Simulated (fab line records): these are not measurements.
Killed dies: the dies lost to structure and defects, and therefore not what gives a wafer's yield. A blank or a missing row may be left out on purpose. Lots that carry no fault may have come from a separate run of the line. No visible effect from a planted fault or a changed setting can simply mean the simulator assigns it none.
fab line records | flow sky130 | part 2 of 2: steps 44 to 44 of 44
record lots=6 wafers=18 lastDay=50
route steps=708 shown VIA2@522 METAL3@532 CAPM@537 PAD_OPEN@708
lots that met no fault: from a run of the same line without faults
startH: hours from the record's opening day to when the first of the lot's shown wafers began | waitH: how many hours have passed since the lot's step before this one | " as in the row above | L1.1+2: one row covering several wafers at once | - either no value or no given start | * or withheld: withheld | < > ~ a bound
route shown NAME@n: names a module that has steps shown in the file, with the first one's number in the route | usual: average and standard deviation across the fault-free wafers | same: alike in all rows | chamber/n: place in a boat | sites: each site's reading | _std_site: standard deviation of those values | _edge_site: the outer-site mean with the inner-site mean subtracted | radiusMm: how far each site lies from the wafer's centre | mask NAME#n: copy n | behind: tool/chamber where the wafer was last shaped | hold: why the lot was held/for how many hours/how that ended | device: transistor that didn't switch, given as n, p or np | end of line: at the end of the route, the tests of the same wafers | step lacking rows: just its recipe | killed: at the first sort, the dies lost to defects and structure; wafer yield is something else | map: the dies of a wafer, with x for killed, . for not killed, _ for no die there
set.NAME: the setting the step ran with; set.NAME@STEP: the setting that earlier step ran with | model.NAME: the simulator's own value behind a step, which no gauge read
lots at some steps of the route; a table a step, a row a wafer
services: a tool's chamber out of use, with start hour (startH, from the record's first day; less than 0 if before it), hours out, and reason
## steps
# step SKY_PAD_OPEN_PROBE_99
# usual defectLimitedYield=82.7/1.7 killed_at_M0_to_M3=41/6.2 killed_at_M4_up=3.0/1.7 killedAtContacts=25/5.8 killedAtFrontEnd=16/4.5 killedAtOther=0.2/0.42 killedDies=85/8.4 killedOpen=46/5.9 killedShort=39/6.3 sort_bin_3_pad_short=0.9/0.4 sort_bin_5_function=10.2/1.3 sort_bin_6_memory=6.2/1 sortNPass=407/8.4 sortYieldPct=82.7/1.7
# same grossDies=492 killedAtBackSide=0 sort_bin_4_leakage[%]=0 sort_bin_8_speed[%]=0
# columns lot.wafer tool chamber startH waitH defectLimitedYield[%] killed_at_M0_to_M3 killed_at_M4_up killedAtContacts killedAtFrontEnd killedAtOther killedDies killedOpen killedShort sort_bin_3_pad_short[%] sort_bin_5_function[%] sort_bin_6_memory[%] sortNPass sortYieldPct[%] model.etest.met3.rsOhmSq
L579.1 prober-02 - 1090.57 0.1 81.3 52 3 15 22 0 92 41 51 0.8 10.0 7.9 400 81.3 0.04325
L579.2 prober-02 - 1090.62 0.1 80.3 38 4 36 18 1 97 49 48 0.8 11.0 7.9 395 80.3 0.04334
L579.3 prober-02 - 1090.67 0.2 82.3 44 1 23 19 0 87 58 29 0.8 10.4 6.5 405 82.3 0.04257
L582.2 prober-01 - 1111.35 0.1 81.3 35 2 29 26 0 92 51 41 1.0 11.4 6.3 400 81.3 0.04219
L582.5 prober-01 - 1111.50 0.2 81.7 54 6 20 10 0 90 48 42 0.8 11.4 6.1 402 81.7 0.04227
L582.6 prober-01 - 1111.55 0.2 82.3 39 3 27 18 0 87 50 37 1.0 10.4 6.3 405 82.3 0.04245
L587.1 prober-02 - 1142.77 0.1 85.0 37 2 24 11 0 74 43 31 1.4 8.5 5.1 418 85.0 0.04145
L587.5 prober-02 - 1142.97 0.2 82.7 54 3 16 11 1 85 50 35 1.2 8.3 7.7 407 82.7 0.04187
L587.6 prober-02 - 1143.02 0.2 82.3 46 2 22 17 0 87 42 45 1.4 10.2 6.1 405 82.3 0.04228
L588.1 prober-01 - 1145.96 0.1 81.3 47 2 27 16 0 92 50 42 0.8 10.2 7.7 400 81.3 0.04183
L588.4 prober-01 - 1146.11 0.2 81.3 41 7 23 21 0 92 48 44 1.2 9.6 7.9 400 81.3 0.04216
L588.6 prober-01 - 1146.21 0.2 82.3 41 3 20 23 0 87 55 32 1.0 10.8 5.9 405 82.3 0.04161
L589.2 prober-02 - 1152.16 0.1 81.1 34 3 34 21 1 93 47 43 1.2 10.8 6.9 399 81.1 0.04206
L589.4 prober-02 - 1152.26 0.2 81.1 38 2 31 21 1 93 56 35 0.8 11.8 6.3 399 81.1 0.04336
L589.5 prober-02 - 1152.31 0.2 83.7 39 3 24 13 1 80 42 38 0.6 9.8 5.9 412 83.7 0.04236
L600.1 prober-01 - 1202.81 0.1 85.2 35 0 30 8 0 73 44 29 0 8.9 5.9 419 85.2 0.04381
L600.3 prober-01 - 1202.91 0.2 80.3 44 1 34 18 0 97 48 48 0.6 11.4 7.7 395 80.3 0.04325
L600.5 prober-01 - 1203.01 0.2 81.5 55 1 22 13 0 91 43 48 1.8 9.6 7.1 401 81.5 0.04296
# killed by level:class
L579.1 VIA1:geometricParticle:open=12 METAL2:geometricParticle:short=9 FIELD_ISO:geometricParticle:short=8 METAL1:geometricParticle:short=7 LI_CONTACT:geometricParticle:open=6 VIA3:geometricParticle:open=6 VIA2:geometricParticle:open=5 POLY_GATE:geometricParticle:short=4
L579.2 CONTACT:geometricParticle:open=13 VIA1:geometricParticle:open=10 LI_CONTACT:geometricParticle:open=8 METAL2:geometricParticle:short=6 LI_CONTACT:geometricParticle:short=5 METAL1:geometricParticle:short=5 CONTACT:geometricParticle:short=5 FIELD_ISO:geometricParticle:open=4
L579.3 VIA1:geometricParticle:open=14 LI_CONTACT:geometricParticle:open=12 CONTACT:geometricParticle:open=7 VIA3:geometricParticle:open=7 POLY_GATE:geometricParticle:open=6 METAL1:geometricParticle:short=6 POLY_GATE:geometricParticle:short=5 VIA2:geometricParticle:open=5
L582.2 VIA1:geometricParticle:open=10 CONTACT:geometricParticle:open=9 FIELD_ISO:geometricParticle:short=6 SPACER:geometricParticle:open=6 CONTACT:geometricParticle:short=6 VIA2:geometricParticle:open=6 FIELD_ISO:geometricParticle:open=5 LI_CONTACT:geometricParticle:open=5
L582.5 CONTACT:geometricParticle:open=11 VIA1:geometricParticle:open=10 VIA2:geometricParticle:open=7 VIA3:geometricParticle:open=7 VIA3:geometricParticle:short=6 CONTACT:geometricParticle:short=5 VIA1:geometricParticle:short=5 POLY_GATE:geometricParticle:short=4
L582.6 VIA1:geometricParticle:open=10 VIA2:geometricParticle:open=8 CONTACT:geometricParticle:open=7 LI_CONTACT:geometricParticle:open=7 FIELD_ISO:geometricParticle:open=6 POLY_GATE:geometricParticle:short=5 LOCAL_INTERCONNECT:geometricParticle:short=5 VIA3:geometricParticle:open=5
L587.1 VIA1:geometricParticle:open=9 VIA3:geometricParticle:open=8 LI_CONTACT:geometricParticle:open=7 CONTACT:geometricParticle:open=7 CONTACT:geometricParticle:short=6 METAL1:geometricParticle:short=3 VIA1:geometricParticle:short=3 VIA2:geometricParticle:open=3
L587.5 VIA3:geometricParticle:open=15 VIA1:geometricParticle:open=11 CONTACT:geometricParticle:open=8 VIA2:geometricParticle:open=8 METAL2:geometricParticle:short=5 METAL3:geometricParticle:short=4 POLY_GATE:geometricParticle:short=3 LOCAL_INTERCONNECT:geometricParticle:short=3
L587.6 CONTACT:geometricParticle:open=11 VIA1:geometricParticle:open=9 METAL1:geometricParticle:short=6 VIA2:geometricParticle:open=6 POLY_GATE:geometricParticle:short=5 CONTACT:geometricParticle:short=5 VIA2:geometricParticle:short=5 VIA3:geometricParticle:open=5
L588.1 VIA1:geometricParticle:open=14 CONTACT:geometricParticle:open=11 VIA1:geometricParticle:short=7 VIA2:geometricParticle:open=7 FIELD_ISO:geometricParticle:short=6 FIELD_ISO:geometricParticle:open=4 LOCAL_INTERCONNECT:geometricParticle:short=4 LOCAL_INTERCONNECT:geometricParticle:open=4
L588.4 CONTACT:geometricParticle:open=10 VIA1:geometricParticle:open=9 FIELD_ISO:geometricParticle:open=7 METAL4:geometricParticle:short=7 LI_CONTACT:geometricParticle:open=6 VIA3:geometricParticle:open=6 METAL2:geometricParticle:short=6 FIELD_ISO:geometricParticle:short=5
L588.6 FIELD_ISO:geometricParticle:open=13 VIA1:geometricParticle:open=11 CONTACT:geometricParticle:open=9 VIA3:geometricParticle:open=7 LI_CONTACT:geometricParticle:open=6 FIELD_ISO:geometricParticle:short=5 VIA1:geometricParticle:short=5 METAL1:geometricParticle:short=4
L589.2 LI_CONTACT:geometricParticle:open=11 CONTACT:geometricParticle:open=8 METAL2:geometricParticle:short=7 VIA1:geometricParticle:open=7 FIELD_ISO:geometricParticle:short=6 LI_CONTACT:geometricParticle:short=6 CONTACT:geometricParticle:short=5 VIA2:geometricParticle:open=5
L589.4 CONTACT:geometricParticle:open=15 VIA1:geometricParticle:open=12 VIA2:geometricParticle:open=9 LI_CONTACT:geometricParticle:open=8 FIELD_ISO:geometricParticle:short=5 FIELD_ISO:geometricParticle:open=4 METAL2:geometricParticle:short=4 POLY_GATE:geometricParticle:open=3
L589.5 CONTACT:geometricParticle:open=9 VIA3:geometricParticle:open=7 LI_CONTACT:geometricParticle:open=7 VIA1:geometricParticle:short=6 METAL2:geometricParticle:short=6 VIA1:geometricParticle:open=5 CONTACT:geometricParticle:short=4 VIA2:geometricParticle:open=4
L600.1 LI_CONTACT:geometricParticle:open=10 VIA1:geometricParticle:open=8 CONTACT:geometricParticle:open=7 VIA3:geometricParticle:open=7 CONTACT:geometricParticle:short=6 VIA2:geometricParticle:open=6 FIELD_ISO:geometricParticle:short=5 METAL1:geometricParticle:short=5
L600.3 CONTACT:geometricParticle:open=13 VIA1:geometricParticle:open=10 LOCAL_INTERCONNECT:geometricParticle:short=10 METAL1:geometricParticle:short=8 LI_CONTACT:geometricParticle:open=7 METAL2:geometricParticle:short=7 FIELD_ISO:geometricParticle:open=6 VIA1:geometricParticle:short=4
L600.5 VIA1:geometricParticle:open=14 LI_CONTACT:geometricParticle:short=7 VIA3:geometricParticle:open=7 METAL1:geometricParticle:short=7 METAL2:geometricParticle:short=7 VIA2:geometricParticle:open=7 POLY_GATE:geometricParticle:short=6 LOCAL_INTERCONNECT:geometricParticle:short=6
## services
# columns tool chamber startH hours kind
cmp-01 - 847.93 1.6 repair
cmp-02 - 852.12 1.7 repair
cmp-01 - 866.99 4.4 repair
rieMetal-02 - 873.11 1.1 repair
rieDiel-04 1 898.57 21.4 repair
plasmaAsher-02 - 905.53 1.8 repair
cmp-01 - 912.00 4.0 pm
plasmaAsher-02 - 923.32 2.3 repair
cmp-02 - 924.56 2.2 repair
cmp-01 - 936.42 0.9 repair
rieDiel-04 - 948.00 2.8 pm
cvdW-02 1 950.18 4.1 repair
pvdSputter-03 - 951.15 5.0 repair
pvdSputter-03 - 959.51 15.5 repair
cvdW-02 - 965.02 3.9 repair
plasmaAsher-02 - 975.31 159.8 pm
rieMetal-02 - 985.62 0.2 repair
cvdW-02 0 996.84 3.7 repair
cmp-01 - 997.92 0.6 repair
cmp-02 - 1013.08 3.8 pm
cmp-02 - 1023.78 3.6 repair
rieDiel-04 - 1028.71 1.9 repair
cmp-01 - 1041.56 0.9 repair
cvdW-02 1 1060.07 9.5 repair
## key
firstSign step=SKY_METAL3_SPUTTER_02 reading=chamberPressurePa direction=down sigmas=61 usual=0.4000 struck=0.3504
effect step=SKY_METAL3_SPUTTER_02 reading=throttleValvePct direction=up sigmas=3.1 usual=29.6 struck=32.1
modelEffect step=SKY_METAL3_SPUTTER_02 value=AlCu_of_METAL3_SPUTTER_02.thkNm without=731.5 struck=751
modelEffect step=SKY_METAL3_METAL_ETCH_18 value=METAL3.featureDepthNm without=862.2 struck=881.7
modelEffect step=SKY_PAD_OPEN_PROBE_99 value=etest.met3.rsOhmSq without=0.04299 struck=0.04187
metAt SKY_METAL3_SPUTTER_02
struckWafers L587.1,L587.5,L587.6,L588.1,L588.4,L588.6
onsetBetween 891.43 934.98
fault kind=processParameterDrift tool=pvdSputter-03 chamber=- onsetH=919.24 steps=SKY_METAL3_SPUTTER_02 channel=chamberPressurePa offset=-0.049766 shape=step endH=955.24 actsIn=theseRecipesOnly stated=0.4
